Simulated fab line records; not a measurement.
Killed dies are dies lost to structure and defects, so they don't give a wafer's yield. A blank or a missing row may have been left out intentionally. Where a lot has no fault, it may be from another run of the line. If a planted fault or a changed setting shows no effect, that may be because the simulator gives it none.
The tool behind it: which one? | flow sfqLine | 45 wafers from 15 lots sampled at 5 of the route's 325 steps

== WHAT THE GAUGES READ, wafer by wafer ==
SFQ_I4_OVL_MEAS_928. Usual: I4_OVL typically reads 2 nm, with standard deviation 5.8.
lot  | measured     | on         | I4_OVL (nm) | flag
L788 | day 42 22:39 | overlay-01 | 4 1 0       | 
L790 | day 46 05:59 | overlay-02 | 5 6 5       | 
L791 | day 46 14:23 | overlay-01 | 2 -6 -1     | 
L792 | day 46 18:00 | overlay-01 | 4 7 1       | 
L793 | day 46 19:12 | overlay-01 | 2 2 -5      | 
L794 | day 50 13:30 | overlay-02 | -3 5 -3     | 
L802 | day 55 01:07 | overlay-02 | -6 0 -4     | 
L803 | day 55 04:42 | overlay-02 | 7 5 6       | 
L804 | day 57 06:09 | overlay-01 | 10 11 5     | 
L806 | day 57 16:57 | overlay-01 | -4 -8 -8    | 
L807 | day 57 21:46 | overlay-02 | -5 -3 -3    | 
L808 | day 57 22:57 | overlay-01 | 9 11 10     | 
L809 | day 58 00:09 | overlay-02 | 0 7 1       | 
L810 | day 58 12:04 | overlay-02 | 3 10 6      | 
L811 | day 58 13:16 | overlay-02 | 9 6 7       | 

SFQ_M5_OVL_MEAS_932. Usual: M5_OVL typically reads -1 nm, with standard deviation 6.1.
lot  | measured     | on         | M5_OVL (nm) | flag
L788 | day 49 11:29 | overlay-02 | -3 4 2      | 
L790 | day 52 17:06 | overlay-01 | -2 3 1      | 
L791 | day 52 18:18 | overlay-01 | -5 -4 1     | 
L792 | day 52 20:36 | overlay-02 | 5 -2 4      | 
L793 | day 52 21:48 | overlay-02 | -12 -11 -12 | 
L794 | day 52 22:59 | overlay-02 | 3 2 -1      | 
L802 | day 55 15:50 | overlay-01 | 13 10 14    | 
L803 | day 55 20:37 | overlay-01 | -11 -5 -3   | 
L804 | day 57 16:52 | overlay-02 | -2 -5 0     | 
L806 | day 58 03:33 | overlay-02 | 5 -1 7      | 
L807 | day 58 08:28 | overlay-02 | -3 1 -2     | 
L808 | day 64 02:49 | overlay-02 | 3 4 1       | 
L809 | day 64 06:26 | overlay-01 | 7 3 3       | 
L810 | day 64 13:38 | overlay-01 | -15 -9 -9   | 
L811 | day 64 16:01 | overlay-02 | -3 -4 -1    | 

== WHAT TOOL EACH LOT RAN ON (gives the tool, then ch and the chambers of the sampled wafers, and finally the start) ==
lot  | SFQ_TRILAYER_JJ_TRILAYER_DEP_SPUTTER_109 | SFQ_TRILAYER_JJ_CE_LITHO_EXPOSE_115 | SFQ_TRILAYER_JJ_CE_METRO_MEASURE_117
L788 | pvdSputter-05, day 42 23:38              | krfScanner-01 ch 0, day 43 04:37    | cdSem-01, day 43 06:09
L790 | pvdSputter-03, day 46 07:35              | krfScanner-01 ch 0, day 47 00:59    | cdSem-01, day 47 02:32
L791 | pvdSputter-04, day 46 15:23              | krfScanner-01 ch 0, day 47 02:11    | cdSem-02, day 47 03:44
L792 | pvdSputter-05, day 46 18:59              | krfScanner-01 ch 0, day 47 03:47    | cdSem-01, day 47 05:20
L793 | pvdSputter-03, day 46 20:11              | krfScanner-01 ch 0, day 47 04:59    | cdSem-02, day 47 06:32
L794 | pvdSputter-04, day 50 14:29              | krfScanner-02 ch 0, day 51 05:31    | cdSem-01, day 51 07:03
L802 | pvdSputter-05, day 55 02:41              | krfScanner-01 ch 0, day 55 06:19    | cdSem-01, day 55 07:52
L803 | pvdSputter-04, day 55 05:44              | krfScanner-01 ch 0, day 55 10:43    | cdSem-02, day 55 12:16
L804 | pvdSputter-03, day 57 07:19              | krfScanner-01 ch 0, day 57 09:37    | cdSem-01, day 57 11:10
L806 | pvdSputter-03, day 57 17:56              | krfScanner-01 ch 0, day 57 20:03    | cdSem-01, day 57 21:35
L807 | pvdSputter-05, day 57 22:44              | krfScanner-01 ch 0, day 58 01:15    | cdSem-02, day 58 02:47
L808 | pvdSputter-03, day 57 23:56              | krfScanner-01 ch 0, day 58 03:15    | cdSem-01, day 58 04:47
L809 | pvdSputter-05, day 58 01:08              | krfScanner-01 ch 0, day 58 04:39    | cdSem-02, day 58 06:17
L810 | pvdSputter-05, day 58 13:04              | krfScanner-02 ch 0, day 58 15:32    | cdSem-01, day 58 17:04
L811 | pvdSputter-03, day 58 14:16              | krfScanner-02 ch 0, day 58 16:32    | cdSem-02, day 58 18:04
- SFQ_TRILAYER_JJ_TRILAYER_DEP_SPUTTER_109: material Nb, target thk 150 nm, time 100 s.
- SFQ_TRILAYER_JJ_CE_LITHO_EXPOSE_115: exposes mask J5, target cd 700 nm.
- SFQ_TRILAYER_JJ_CE_METRO_MEASURE_117

== WHAT THE TOOLS THEMSELVES READ (means of the sampled wafers that have a number; where no wafer has one, the mark that the record gives instead) ==
SFQ_TRILAYER_JJ_TRILAYER_DEP_SPUTTER_109. Usual: throttleValvePct at 30.1 %, with a standard deviation of 0.61.
lot  | tool          | throttleValvePct (%) | flag
L788 | pvdSputter-05 | 30.1                 | 
L790 | pvdSputter-03 | 30.6                 | 
L791 | pvdSputter-04 | 29.7                 | 
L792 | pvdSputter-05 | 29.9                 | 
L793 | pvdSputter-03 | 30.6                 | 
L794 | pvdSputter-04 | 29.6                 | 
L802 | pvdSputter-05 | 29.8                 | 
L803 | pvdSputter-04 | 30.2                 | 
L804 | pvdSputter-03 | 30.6                 | 
L806 | pvdSputter-03 | 30.8                 | 
L807 | pvdSputter-05 | 29.7                 | 
L808 | pvdSputter-03 | 30.4                 | 
L809 | pvdSputter-05 | 29.8                 | 
L810 | pvdSputter-05 | 30.1                 | 
L811 | pvdSputter-03 | 30.5                 | 

SFQ_TRILAYER_JJ_CE_METRO_MEASURE_117. Usual: cdNm at 699.8 nm, with a standard deviation of 1.4.
lot  | tool     | cdNm (nm) | flag
L788 | cdSem-01 | 700.1     | 
L790 | cdSem-01 | 700.2     | 
L791 | cdSem-02 | 688.3     | OFF
L792 | cdSem-01 | 690.2     | OFF
L793 | cdSem-02 | 689.3     | OFF
L794 | cdSem-01 | 697.7     | 
L802 | cdSem-01 | 699.9     | 
L803 | cdSem-02 | 701.8     | 
L804 | cdSem-01 | 699.1     | 
L806 | cdSem-01 | 701.6     | 
L807 | cdSem-02 | 701.6     | 
L808 | cdSem-01 | 699.6     | 
L809 | cdSem-02 | 701.1     | 
L810 | cdSem-01 | 699.2     | 
L811 | cdSem-02 | 699.7     | 

== THE ANSWER, worked out from the rows above alone ==
Rule: lot off if the mean of its wafers having a number is beyond 3 standard deviations from the usual mean. Also off: a lot with no number at a reading for which 4 or more lots have one. The other lots that the step has rows for count as sound. Order of review: gauges by route order, followed by the tools' own readings, for which a lot's mean as printed above is used. The first step at which some lot is off is used, and at that step the reading that is off furthest; a lot without a number counts as furthest.
Off at SFQ_TRILAYER_JJ_CE_METRO_MEASURE_117 (cdNm): L791, L792, L793.
If a tool, at that step or one of the process steps before it, ran each lot that is off and ran no sound lot following the first of them, it fits. None of those tried fits.

== WHAT THE SIMULATOR HAD INSERTED ==
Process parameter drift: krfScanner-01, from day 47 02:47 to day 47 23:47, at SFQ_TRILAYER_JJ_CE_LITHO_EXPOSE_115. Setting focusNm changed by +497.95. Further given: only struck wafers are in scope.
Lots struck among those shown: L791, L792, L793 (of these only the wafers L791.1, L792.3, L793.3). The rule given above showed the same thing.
